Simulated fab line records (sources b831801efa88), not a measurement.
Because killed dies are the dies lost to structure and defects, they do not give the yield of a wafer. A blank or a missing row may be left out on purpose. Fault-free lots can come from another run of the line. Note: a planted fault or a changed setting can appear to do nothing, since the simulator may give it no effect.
Which tool was responsible?    flow gf180mcu    Sampling: 15 lots, 45 wafers, 4 of 602 route steps

## WHAT THE GAUGES SHOWED, per wafer
GF_M4_OVL_MEAS_15. Usual: M4_OVL gives 4 nm (standard deviation 6.1).
lot   measured      on          M4_OVL (nm)  flag
L721  day 23 10:11  overlay-01  0 3 2        
L723  day 24 04:26  overlay-02  6 11 12      
L725  day 24 21:15  overlay-01  10 7 12      
L726  day 25 06:05  overlay-02  -3 -7 -3     
L727  day 25 18:35  overlay-01  21 10 13     
L728  day 26 04:47  overlay-01  4 -1 -3      
L730  day 26 12:50  overlay-01  4 2 8        
L731  day 27 00:05  overlay-01  3 8 0        
L733  day 27 09:08  overlay-01  14 13 12     
L735  day 27 23:17  overlay-01  2 7 9        
L738  day 28 15:44  overlay-02  9 4 10       
L739  day 29 03:35  overlay-02  -1 0 8       
L740  day 29 04:32  overlay-02  1 2 2        
L741  day 29 14:11  overlay-01  -2 8 -2      
L744  day 30 13:59  overlay-01  -8 -3 2      

GF_MIM_THK_MEAS_06. Usual: MIM_CVD_05_THK gives 42.3 nm (standard deviation 0.53).
lot   measured      on             MIM_CVD_05_THK (nm)  flag
L721  day 24 10:56  film_metro-03  41.8 43.5 42.5       
L723  day 25 05:28  film_metro-03  41.5 42.3 42.3       
L725  day 25 21:16  film_metro-03  41.9 42.1 43.0       
L726  day 26 06:35  film_metro-03  41.5 41.7 42.5       
L727  day 26 18:49  film_metro-03  42.4 42.1 42.9       
L728  day 27 04:50  film_metro-02  40.8 41.5 41.9       
L730  day 27 12:13  film_metro-02  42.0 41.9 42.6       
L731  day 27 23:13  film_metro-02  41.8 42.8 42.5       
L733  day 28 08:56  film_metro-01  41.6 42.0 42.2       
L735  day 28 21:35  film_metro-01  41.8 41.2 42.6       
L738  day 29 13:52  film_metro-02  42.1 42.2 42.9       
L739  day 30 01:56  film_metro-02  42.4 42.7 42.9       
L740  day 30 02:36  film_metro-01  42.1 43.1 42.7       
L741  day 30 11:37  film_metro-02  41.5 42.1 43.0       
L744  day 31 11:02  film_metro-03  42.0 42.1 42.9       

## WHAT TOOL EACH LOT RAN ON (gives the tool, then ch and the chambers of the sampled wafers, and finally the start)
lot   GF_MVPSD_DEVELOP_06                GF_M4_SPUTTER_04
L721  litho_track-01 ch 0, day 5 02:00   pvd_sputter-02, day 22 11:36
L723  litho_track-01 ch 0, day 5 12:00   pvd_sputter-03, day 23 06:13
L725  litho_track-02 ch 0, day 5 22:00   pvd_sputter-03, day 23 23:40
L726  litho_track-02 ch 0, day 6 02:00   pvd_sputter-02, day 24 08:37
L727  litho_track-01 ch 0, day 6 12:00   pvd_sputter-01, day 24 21:13
L728  litho_track-02 ch 0, day 6 16:00   pvd_sputter-03, day 25 07:56
L730  litho_track-01 ch 0, day 7 06:00   pvd_sputter-03, day 25 15:10
L731  litho_track-01 ch 0, day 7 12:00   pvd_sputter-03, day 26 03:27
L733  litho_track-03 ch 0, day 7 22:00   pvd_sputter-01, day 26 12:25
L735  litho_track-03 ch 0, day 8 12:00   pvd_sputter-01, day 27 02:55
L738  litho_track-01 ch 0, day 9 03:00   pvd_sputter-02, day 27 19:41
L739  litho_track-01 ch 0, day 9 13:00   pvd_sputter-02, day 28 08:37
L740  litho_track-01 ch 0, day 9 19:00   pvd_sputter-03, day 28 09:04
L741  litho_track-01 ch 0, day 9 22:00   pvd_sputter-01, day 28 18:43
L744  litho_track-02 ch 0, day 10 17:00  pvd_sputter-02, day 29 18:54
- GF_MVPSD_DEVELOP_06: develop time 60 s.
- GF_M4_SPUTTER_04: material TiN, target thk 50 nm, time 41.7 s.

## WHAT THE TOOLS THEMSELVES READ (means of the sampled wafers that have a number; where no wafer has one, the mark that the record gives instead)
GF_MVPSD_DEVELOP_06. Usual: chill_plate_temp_C 22.98 C, standard deviation 0.094; developer_temp_C 23.00 C, standard deviation 0.11.
lot   tool            chill_plate_temp_C (C)  developer_temp_C (C)  flag
L721  litho_track-01  23.00                   22.95                 
L723  litho_track-01  23.05                   22.98                 
L725  litho_track-02  22.89                   23.14                 
L726  litho_track-02  23.05                   23.17                 
L727  litho_track-01  23.05                   23.02                 
L728  litho_track-02  23.00                   22.99                 
L730  litho_track-01  23.08                   22.92                 
L731  litho_track-01  22.99                   23.12                 
L733  litho_track-03  23.04                   22.87                 
L735  litho_track-03  22.97                   22.95                 
L738  litho_track-01  22.87                   22.83                 
L739  litho_track-01  22.96                   21.95                 OFF
L740  litho_track-01  22.93                   22.14                 OFF
L741  litho_track-01  22.97                   22.00                 OFF
L744  litho_track-02  23.01                   22.96                 

GF_M4_SPUTTER_04. Usual: throttle_valve_pct at 29.6 %, with a standard deviation of 0.95.
lot   tool            throttle_valve_pct (%)  flag
L721  pvd_sputter-02  29.1                    
L723  pvd_sputter-03  29.8                    
L725  pvd_sputter-03  29.7                    
L726  pvd_sputter-02  28.8                    
L727  pvd_sputter-01  30.4                    
L728  pvd_sputter-03  29.9                    
L730  pvd_sputter-03  30.0                    
L731  pvd_sputter-03  29.4                    
L733  pvd_sputter-01  30.9                    
L735  pvd_sputter-01  30.2                    
L738  pvd_sputter-02  29.4                    
L739  pvd_sputter-02  28.8                    
L740  pvd_sputter-03  29.2                    
L741  pvd_sputter-01  30.4                    
L744  pvd_sputter-02  29.6                    

## THE ANSWER, worked out from the rows above alone
Rule: a lot counts as off when the mean over its wafers that have a number is more than 3 standard deviations away from the usual mean. Also off: a lot with no number at a reading for which 4 or more lots have one. Any other lot the step has rows for is counted as sound. After the gauges, taken in route order, come the tools' own readings; for these a lot's mean is taken, as printed above. The first step at which some lot is off is used, and at that step the reading that is off furthest; a lot without a number counts as furthest.
Off, at GF_MVPSD_DEVELOP_06 on developer_temp_C: L739, L740, L741.
A tool fits if, at that step or a process step before it, it ran every lot that is off, and no sound lot after the first of them. One candidate fits, namely litho_track-01 at GF_MVPSD_DEVELOP_06. A fault onset in the window from L738 (day 9 03:00, its last sound lot) to L739 (day 9 13:00, its first lot off) fits.
The tool's own readings at GF_MVPSD_DEVELOP_06 bear it out: on the lots that are off they differ by more than 5 times the standard deviation of the sound lots' means. developer_temp_C reads 22.03 C there against 22.99 C on the sound lots.

## WHAT THE SIMULATOR HAD INSERTED
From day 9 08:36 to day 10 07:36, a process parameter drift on litho_track-01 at GF_MVPSD_DEVELOP_06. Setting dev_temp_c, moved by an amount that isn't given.
Struck lots among those shown: L739, L740, L741. Same finding as the rule above.
